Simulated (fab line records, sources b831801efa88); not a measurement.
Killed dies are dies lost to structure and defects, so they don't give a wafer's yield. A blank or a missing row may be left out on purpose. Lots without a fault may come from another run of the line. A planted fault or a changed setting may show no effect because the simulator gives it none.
A struck lot beside a sound one | flow sky130 | 25 steps out of a route of 708
Sound: wafers L427.1, L427.5, L427.6. Struck: wafers L419.2, L419.4, L419.6. The cause comes at the end.
At each step with rows: each side's tool, then ch and its chambers, then its first start. Under that, the readings that differ: sound wafers | struck wafers | difference of the means | sigmas: that difference in standard deviations of wafers without a fault.
alike: readings whose means differ by less than 2 such deviations, and words and numbers that are the same on both sides. not compared: withheld readings, readings that some wafer has no value for, bounds like >300 that may hide the same value, and numbers for which the record gives no deviation and whose values overlap.
The two part at a step that has a row with sigmas, a row that says differs or no value, or rows on one side only. Numbers that don't overlap but have no deviation are shown without sigmas and don't part them. A reading that every wafer of one side lacks parts them only if that side has two wafers or more.

first, 2 steps without rows for these wafers: SKY_VIA3_SPUTTER_20 (material TiN, target thk 20 nm, time 80 s); SKY_VIA3_CVD_21 (deposits W, target thk 390 nm, time 117.31 s).
SKY_VIA3_RS_MEAS_22: measures by four-point-probe.
  sound on film_metro-01, day 45 01:41; struck on film_metro-02, day 43 03:22
  alike: VIA3_W_RS
SKY_VIA3_THK_MEAS_23: measures by xrf.
  sound on film_metro-01, day 45 01:49; struck on film_metro-02, day 43 03:28
  alike: VIA3_W_THK
SKY_VIA3_CMP_24: polishes, stops on SiO2, t overpolish 20 s, target thk 0 nm.
  sound on cmp-02 ch 2,3, day 45 01:55; struck on cmp-02 ch 0,1, day 43 03:31
  alike: motor_current_A, overpolish_run_s, time_to_endpoint_s
then, 2 steps without rows for these wafers: SKY_METAL4_SPUTTER_00 (material Ti, target thk 15 nm, time 10 s); SKY_METAL4_SPUTTER_01 (material TiN, target thk 20 nm, time 16.7 s).
SKY_METAL4_SPUTTER_02: material AlCu, target thk 735 nm, time 39.1 s.
  sound on pvd_sputter-04, day 45 02:13; struck on pvd_sputter-02, day 43 03:52
  alike: cathode_dc_power_W, chamber_pressure_pa, throttle_valve_pct
then, 1 step without rows for these wafers: SKY_METAL4_SPUTTER_03 (material Ti, target thk 5 nm, time 3.3 s).
SKY_METAL4_SPUTTER_04: material TiN, target thk 70 nm, time 58.3 s.
  sound on pvd_sputter-04, day 45 02:16; struck on pvd_sputter-02, day 43 03:56
  alike: cathode_dc_power_W, chamber_pressure_pa, throttle_valve_pct
SKY_CAP2M_CVD_00: deposits SiO2, target thk 15.5 nm.
  sound on pecvd-02 ch 0,2, day 45 02:19; struck on pecvd-04 ch 1,2, day 43 03:59
  alike: heater_power_w, susceptor_temp_C
SKY_CAP2M_THK_MEAS_01:
  sound on film_metro-01, day 45 02:21; struck on film_metro-04, day 43 04:01
  alike: CAP2M_CVD_00_THK
SKY_CAP2M_SPUTTER_02: material TiN, target thk 200 nm, time 166.7 s.
  sound on pvd_sputter-04, day 45 02:25; struck on pvd_sputter-04, day 43 04:04
  no value came back on the struck wafers for cathode_dc_power_W (W), chamber_pressure_pa (Pa), susceptor_temp_C (C), throttle_valve_pct (%); on the sound wafers cathode_dc_power_W (W) reads 6499.7 6500.6 6500.1
SKY_CAP2M_RS_MEAS_03: measures by four-point-probe.
  sound on film_metro-04, day 45 02:31; struck on film_metro-02, day 43 04:11
  reading               | sound          | struck | difference                    | sigmas
  CAP2M_TIN_RS (ohm/sq) | 6.92 6.98 6.87 | - - -  | no value on the struck wafers |
SKY_CAP2M_THK_MEAS_04: measures by xrf.
  sound on film_metro-04, day 45 02:38; struck on film_metro-02, day 43 04:18
  reading            | sound             | struck         | difference | sigmas
  CAP2M_TIN_THK (nm) | 202.1 200.2 202.6 | <0.0 <0.0 <0.0 | differs    |
then, 7 steps without rows for these wafers: SKY_CAP2M_DEHYDRATE_05 (time 60 s); SKY_CAP2M_HMDS_06 (prime time 60 s); SKY_CAP2M_COAT_07 (resist thk 1140 nm); SKY_CAP2M_SOFTBAKE_08 (time 60 s); SKY_CAP2M_EXPOSE_09 (exposes mask CAP2M, target cd 1000 nm); SKY_CAP2M_PEB_10; SKY_CAP2M_DEVELOP_11 (develop time 60 s).
SKY_CAP2M_OVL_MEAS_12:
  sound on overlay-01, day 46 00:03; struck on overlay-01, day 44 02:52
  alike: CAP2M_OVL
SKY_CAP2M_METAL_ETCH_13: etches TiN in Cl2/BCl3, stops on SiO2, target depth 220 nm, time 62.9 s.
  sound on rie_metal-02 ch 0,1, day 46 00:05; struck on rie_metal-01 ch 0,1, day 44 02:53
  reading                | sound                | struck               | difference | sigmas
  oes_product_au (a.u.)  | 0.940 0.937 0.946    | 0.370 0.364 0.380    | -0.570     | -86
  throttle_valve_pct (%) | 21.908 21.904 21.899 | 22.250 22.271 22.255 | +0.355     | +43
  alike: bcl3_flow_sccm, drypump_motor_current_A
  not compared: rf_hours_counter_h
SKY_CAP2M_STRIP_14: strips in O2/N2.
  sound on plasma_asher-01 ch 0,1, day 46 00:10; struck on plasma_asher-02 ch 0,1, day 44 02:58
  alike: drypump_motor_current_A, oes_product_au, strip_time_to_endpoint_s
  not compared: rf_hours_counter_h

WHERE THEY PART
First at SKY_CAP2M_SPUTTER_02; last, within this record, at SKY_CAP2M_METAL_ETCH_13. Later steps at which nothing parts them and some readings are alike: SKY_CAP2M_STRIP_14.

WHY: what the simulator had put in
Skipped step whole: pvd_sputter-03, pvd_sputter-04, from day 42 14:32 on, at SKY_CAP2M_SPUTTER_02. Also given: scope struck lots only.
